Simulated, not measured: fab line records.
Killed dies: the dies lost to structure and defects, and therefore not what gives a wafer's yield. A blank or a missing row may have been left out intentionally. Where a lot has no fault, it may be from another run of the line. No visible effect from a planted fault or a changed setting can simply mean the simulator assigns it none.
Which tool was responsible? + flow sky130 + 33 wafers from 11 lots sampled at 2 of the route's 708 steps

WHAT THE GAUGES READ, wafer by wafer
SKY_VIA3_OVL_MEAS_13.
| lot  | measured     | on         | VIA3_OVL (nm) |
|------|--------------|------------|---------------|
| L152 | day 40 10:47 | overlay-01 | 7 0 0         |
| L153 | day 40 16:50 | overlay-01 | 4 -5 5        |
| L154 | day 41 00:17 | overlay-01 | 12 6 -1       |
| L156 | day 41 22:43 | overlay-02 | -1 0 -3       |
| L157 | day 42 00:34 | overlay-01 | 5 -2 4        |
| L159 | day 42 13:18 | overlay-01 | 6 11 11       |
| L163 | day 43 17:07 | overlay-01 | 2 -2 2        |
| L165 | day 43 23:38 | overlay-01 | 7 9 -4        |
| L169 | day 45 10:14 | overlay-01 | 7 -12 -1      |
| L171 | day 45 13:19 | overlay-01 | -3 2 -8       |
| L172 | day 45 18:49 | overlay-01 | -11 -7 -3     |

WHAT TOOL EACH LOT RAN ON (gives the tool, then ch and the chambers of the sampled wafers, and finally the start)
| lot  | SKY_METAL3_METAL_ETCH_18          |
|------|-----------------------------------|
| L152 | rie metal-04 ch 0,1, day 39 08:52 |
| L153 | rie metal-03 ch 1, day 39 14:58   |
| L154 | rie metal-03 ch 0,1, day 39 22:16 |
| L156 | rie metal-03 ch 0,1, day 40 21:14 |
| L157 | rie metal-02 ch 0,1, day 40 23:20 |
| L159 | rie metal-04 ch 0,1, day 41 12:48 |
| L163 | rie metal-02 ch 1, day 42 17:07   |
| L165 | rie metal-03 ch 0,1, day 42 23:28 |
| L169 | rie metal-04 ch 0,1, day 44 11:04 |
| L171 | rie metal-02 ch 0,1, day 44 14:38 |
| L172 | rie metal-04 ch 0,1, day 44 20:42 |
- SKY_METAL3_METAL_ETCH_18: etches the open film in Cl2/BCl3, stops on SiO2, target depth 845 nm, time 183.1 s.

THE ANSWER, worked out from the rows above alone
Rule: the usual values come from the lots themselves. Put in order of their means at a reading, lots are off if they are a third of the lots or fewer, leave a main group of 4 or more, and stand apart from it by a gap of 3 or more times the standard deviation of the main group's means; of several such gaps the widest counts. Not used: any main group whose means are identical at the precision the tables above print for the reading. A lot without any number at a reading at which 4 lots or more have one is off too. The other lots that the step has rows for count as sound.
No lot is off at any reading shown: from this, nothing can be told.

WHAT WAS PUT IN BY THE SIMULATOR
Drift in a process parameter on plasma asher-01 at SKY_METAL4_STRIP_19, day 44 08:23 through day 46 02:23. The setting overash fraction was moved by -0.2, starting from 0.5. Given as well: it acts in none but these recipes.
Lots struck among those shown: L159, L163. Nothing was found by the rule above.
